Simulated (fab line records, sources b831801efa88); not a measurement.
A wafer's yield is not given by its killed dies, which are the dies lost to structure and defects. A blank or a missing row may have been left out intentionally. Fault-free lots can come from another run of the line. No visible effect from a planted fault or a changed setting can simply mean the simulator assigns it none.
Which tool is to blame? | flow sky130 | 14 lots with 42 wafers sampled at 5 steps, on a route of 708 steps

== WHAT EACH GAUGE READ, for each wafer ==
SKY_FIELD_ISO_THK_MEAS_04.
lot  | measured    | on           | FIELD_ISO_CVD_03_THK (nm)
L445 | day 1 13:54 | filmMetro-02 | 164.2 163.7 162.5
L446 | day 1 19:28 | filmMetro-04 | 161.6 161.7 161.9
L447 | day 2 00:32 | filmMetro-02 | 164.5 165.5 166.1
L448 | day 2 05:44 | filmMetro-02 | 163.3 164.1 163.6
L450 | day 2 15:10 | filmMetro-01 | 162.7 162.7 162.3
L456 | day 3 21:50 | filmMetro-01 | 161.8 162.9 161.8
L457 | day 4 02:11 | filmMetro-01 | 162.8 163.2 163.4
L458 | day 4 07:31 | filmMetro-02 | 165.7 165.8 165.3
L459 | day 4 11:29 | filmMetro-02 | 164.9 164.2 165.2
L462 | day 5 02:34 | filmMetro-04 | 162.9 163.3 162.0
L463 | day 5 07:29 | filmMetro-02 | 161.6 160.2 161.8
L464 | day 5 14:13 | filmMetro-01 | 164.6 163.0 163.8
L465 | day 5 18:41 | filmMetro-02 | 164.9 166.6 164.6
L466 | day 5 23:34 | filmMetro-01 | 166.0 164.3 164.7

SKY_NWELL_RS_MEAS_29: uses a four-point probe to measure.
lot  | measured     | on           | NWELL_RS (ohm/sq)
L445 | day 5 07:12  | filmMetro-03 | 628.2 628.1 627.0
L446 | day 5 13:38  | filmMetro-03 | 628.8 628.4 629.5
L447 | day 5 19:30  | filmMetro-04 | 622.9 624.0 622.2
L448 | day 6 02:41  | filmMetro-03 | 624.4 626.0 625.2
L450 | day 6 12:26  | filmMetro-04 | 622.4 623.2 621.9
L456 | day 8 00:43  | filmMetro-04 | 649.4 649.6 650.6
L457 | day 8 06:46  | filmMetro-04 | 651.1 650.2 650.2
L458 | day 8 14:23  | filmMetro-03 | 623.8 624.4 625.5
L459 | day 8 23:32  | filmMetro-04 | 623.7 623.4 622.1
L462 | day 9 13:53  | filmMetro-03 | 623.6 625.2 624.8
L463 | day 9 18:37  | filmMetro-03 | 624.2 622.8 624.1
L464 | day 10 03:01 | filmMetro-04 | 624.5 622.9 623.4
L465 | day 10 07:25 | filmMetro-02 | 624.9 624.6 624.1
L466 | day 10 13:11 | filmMetro-03 | 626.6 626.9 624.3

SKY_VT_ADJUST_LVTN_OVL_MEAS_18.
lot  | measured     | on         | VT_ADJUST_LVTN_01_OVL (nm)
L445 | day 7 14:44  | overlay-01 | 1.1 -1.2 -1.8
L446 | day 8 04:59  | overlay-01 | 4.0 0.6 1.9
L447 | day 8 05:50  | overlay-01 | 2.4 1.9 0.4
L448 | day 8 14:58  | overlay-01 | 0.4 1.2 1.2
L450 | day 9 01:14  | overlay-01 | 1.2 0.6 -1.0
L458 | day 11 08:16 | overlay-01 | -2.1 -2.3 -0.5
L459 | day 11 16:56 | overlay-02 | 0.3 1.1 0.4
L462 | day 12 09:26 | overlay-02 | 1.2 1.3 3.1
L463 | day 12 16:28 | overlay-01 | 1.8 -0.2 0.8
L464 | day 13 02:19 | overlay-01 | -1.8 1.3 0.4
L465 | day 13 05:44 | overlay-01 | 0.6 -1.1 -1.8
L466 | day 13 11:41 | overlay-01 | 2.3 3.2 3.8

== WHAT TOOL EACH LOT RAN ON (gives the tool, then ch and the chambers of the sampled wafers, and finally the start) ==
lot  | SKY_FIELD_ISO_ETCH_17          | SKY_NWELL_IMPLANT_13
L445 | rieSi-01 ch 1,3, day 2 04:32   | implanter-03 ch 0, day 4 13:02
L446 | rieSi-02 ch 0,2,3, day 2 11:00 | implanter-03 ch 0, day 4 18:31
L447 | rieSi-01 ch 0,3, day 2 16:15   | implanter-01 ch 0, day 5 01:17
L448 | rieSi-02 ch 0,2, day 2 21:15   | implanter-03 ch 0, day 5 07:40
L450 | rieSi-01 ch 0,1,3, day 3 07:23 | implanter-02 ch 0, day 5 17:26
L456 | rieSi-01 ch 0,1,3, day 4 15:32 | implanter-03, day 7 05:15
L457 | rieSi-01 ch 0,1, day 4 19:54   | implanter-03, day 7 09:28
L458 | rieSi-02 ch 0,2, day 5 01:36   | implanter-01 ch 0, day 7 16:36
L459 | rieSi-01 ch 0,1,3, day 5 05:50 | implanter-03 ch 0, day 8 01:52
L462 | rieSi-02 ch 0,2,3, day 5 20:27 | implanter-02 ch 0, day 8 16:22
L463 | rieSi-01 ch 1,2,3, day 6 02:27 | implanter-03 ch 0, day 8 20:33
L464 | rieSi-01 ch 0,2,3, day 6 09:02 | implanter-02 ch 0, day 9 05:13
L465 | rieSi-02 ch 1,2,3, day 6 13:57 | implanter-03 ch 0, day 9 09:18
L466 | rieSi-01 ch 2,3, day 6 17:57   | implanter-02 ch 0, day 9 14:29
- SKY_FIELD_ISO_ETCH_17: etches Si in HBr/Cl2/O2, target depth 342 nm, time 97.7 s.
- SKY_NWELL_IMPLANT_13

== WHAT THE TOOLS THEMSELVES READ (means of the sampled wafers that have a number; where no wafer has one, the mark that the record gives instead) ==
SKY_FIELD_ISO_ETCH_17.
lot  | tool     | drypumpMotorCurrentA (A) | oesProductAu (a.u.) | throttleValvePct (%)
L445 | rieSi-01 | 5.3                      | 1.001               | 25.653
L446 | rieSi-02 | 5.6                      | 0.983               | 25.661
L447 | rieSi-01 | 5.8                      | 0.998               | 25.667
L448 | rieSi-02 | 5.4                      | 0.980               | 25.672
L450 | rieSi-01 | 5.4                      | 1.002               | 25.655
L456 | rieSi-01 | 5.4                      | 0.992               | 25.658
L457 | rieSi-01 | 5.2                      | 1.013               | 25.648
L458 | rieSi-02 | 5.1                      | 0.980               | 25.671
L459 | rieSi-01 | 5.4                      | 0.992               | 25.662
L462 | rieSi-02 | 5.6                      | 0.999               | 25.658
L463 | rieSi-01 | 5.6                      | 0.988               | 25.662
L464 | rieSi-01 | 5.7                      | 1.003               | 25.654
L465 | rieSi-02 | 5.6                      | 0.989               | 25.669
L466 | rieSi-01 | 5.9                      | 0.989               | 25.644

SKY_NWELL_IMPLANT_13.
lot  | tool         | beamEnergyKeV | beamOnS (s) | endStationPressureTorr (Torr)
L445 | implanter-03 | 50.006        | 10.02       | 5e-06
L446 | implanter-03 | 49.984        | 10.24       | 5e-06
L447 | implanter-01 | 49.999        | 10.20       | 5e-06
L448 | implanter-03 | 50.004        | 10.08       | 5e-06
L450 | implanter-02 | 49.990        | 9.98        | 5e-06
L456 | implanter-03 | -             | -           | -
L457 | implanter-03 | -             | -           | -
L458 | implanter-01 | 50.001        | 10.15       | 5e-06
L459 | implanter-03 | 49.995        | 9.76        | 5e-06
L462 | implanter-02 | 50.006        | 9.97        | 5e-06
L463 | implanter-03 | 50.002        | 9.87        | 5e-06
L464 | implanter-02 | 49.997        | 10.06       | 5e-06
L465 | implanter-03 | 50.007        | 9.89        | 5e-06
L466 | implanter-02 | 50.026        | 10.02       | 5e-06

== THE ANSWER, worked out from the rows above alone ==
Rule: the lots themselves supply what counts as usual. Put in order of their means at a reading, lots are off if they are a third of the lots or fewer, leave a main group of 4 or more, and stand apart from it by a gap of 3 or more times the standard deviation of the main group's means; of several such gaps the widest counts. If all means in a main group match to the digits the tables above print for the reading, that group is not used. A lot without any number at a reading at which 4 lots or more have one is off too. All remaining lots with rows at the step are treated as sound. Order of review: gauges by route order, followed by the tools' own readings, for which a lot's mean as printed above is used. At the first step where some lot is off, the reading lying furthest off is the one used; lots without a number count as furthest.
Off: at SKY_NWELL_RS_MEAS_29 (NWELL_RS), L456, L457. The main group has a mean of 624.8 ohm/sq with a standard deviation of 1.9.
If a tool, at a process step before that reading, ran all the lots that are off and no sound lot after the first of them, it fits. The gauges at SKY_NWELL_RS_MEAS_29 aren't tried: what is off there is off at SKY_NWELL_IMPLANT_13 too, on other tools, and a gauge's error can't cause that. Not one of the candidates tried fits.

== WHAT THE SIMULATOR HAD INSERTED ==
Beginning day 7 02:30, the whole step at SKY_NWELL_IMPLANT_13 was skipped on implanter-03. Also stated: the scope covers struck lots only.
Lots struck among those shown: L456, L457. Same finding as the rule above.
